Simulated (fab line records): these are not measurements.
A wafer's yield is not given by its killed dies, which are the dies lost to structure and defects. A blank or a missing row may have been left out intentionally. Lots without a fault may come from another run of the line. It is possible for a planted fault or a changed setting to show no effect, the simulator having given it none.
Problem report, 8D (eight disciplines) form, completed by code -- flow sfq-line -- the parts of the form that need people (team, actions taken, sign-off) are left out

== 1. PROBLEM STATEMENT ==
run-length-s at SFQ_TRILAYER_C5_BARC_OPEN_VIA_ETCH_210 reads a mean of 81.5 s on 6 wafers of 2 lots; wafers without a fault read 70.1 s with a standard deviation of 0.51. Relative to the usual mean, that is a shift of +22 standard deviations.
The step: etches BARC in O2, target depth 125 nm, time 41.7 s.
First observed at day 64 11:48: wafer L135.1, on rie-diel-04. At this step, 18 wafers from 6 lots have a number in the record. The rule behind "out" and "out of limits": a value lying over 4 standard deviations away from the usual mean. All remaining wafers that have a number are taken as sound.

== 2. WHAT THIS IS AND IS NOT ==
question,is,is not
which readings at this step,"run-length-s, oes-product-au","bias-w, drypump-motor-current-A"
which lots,"L135, L136","L123, L128, L145, L146"
which wafers of those lots,all that have a number,-
read on which tools,rie-diel-04,rie-diel-02
when,from day 64 11:48,"up to then (6 sound wafers); but 6 sound wafers of L145, L146 came after"

== 3. WHAT RULES OUT EACH SUSPECT ==
Counting: a tool stays on the suspect list if, at a process step up to the reading, it processed all lots that are out and no sound lot following the first of them.
- rie-metal-01 at SFQ_TRILAYER_I5_STRIP_STRIP_148 (strips in O2): ruled out as a lasting fault. Sound lots L146 ran on it after its first lot that is out, L135 (day 64 08:37).
- rie-diel-04 at SFQ_TRILAYER_C5_BARC_OPEN_VIA_ETCH_210 (etches BARC in O2, target depth 125 nm, time 41.7 s): ruled out as a lasting fault. Sound lots L145 ran on it after its first lot that is out, L135 (day 64 11:48).
Left after counting: nothing in the record.

== 4. THE CAUSE (what the simulator had put in) ==
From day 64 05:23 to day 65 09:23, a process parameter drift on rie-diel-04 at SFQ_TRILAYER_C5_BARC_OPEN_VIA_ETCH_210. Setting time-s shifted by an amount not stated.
Counting ruled it out, wrongly.

== 5. THE EFFECT CHAIN, in route order ==
Each row: a reading where the mean over the struck wafers with a number is more than 3 standard deviations away from the usual. Readings are gone through only where the record gives a usual standard deviation; hours: the median, over the lots, of the time from a lot's start at the first step in this table giving one to that lot's start at this step; sigmas: the change measured in usual standard deviations.
hours,step,reading,usual,on struck wafers,change,sigmas
0,SFQ_TRILAYER_C5_BARC_OPEN_VIA_ETCH_210,oes-product-au,0.685 a.u.,0.621,-0.064,-14
0,SFQ_TRILAYER_C5_BARC_OPEN_VIA_ETCH_210,run-length-s,70.1 s,81.5,+11.4,+22
The process steps in it:
- SFQ_TRILAYER_C5_BARC_OPEN_VIA_ETCH_210: etches BARC in O2, target depth 125 nm, time 41.7 s.

== 6. WHAT WOULD HAVE CAUGHT IT SOONER ==
First out-of-limits reading in this record: day 64 11:48, which is 6 hours after fault onset at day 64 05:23.
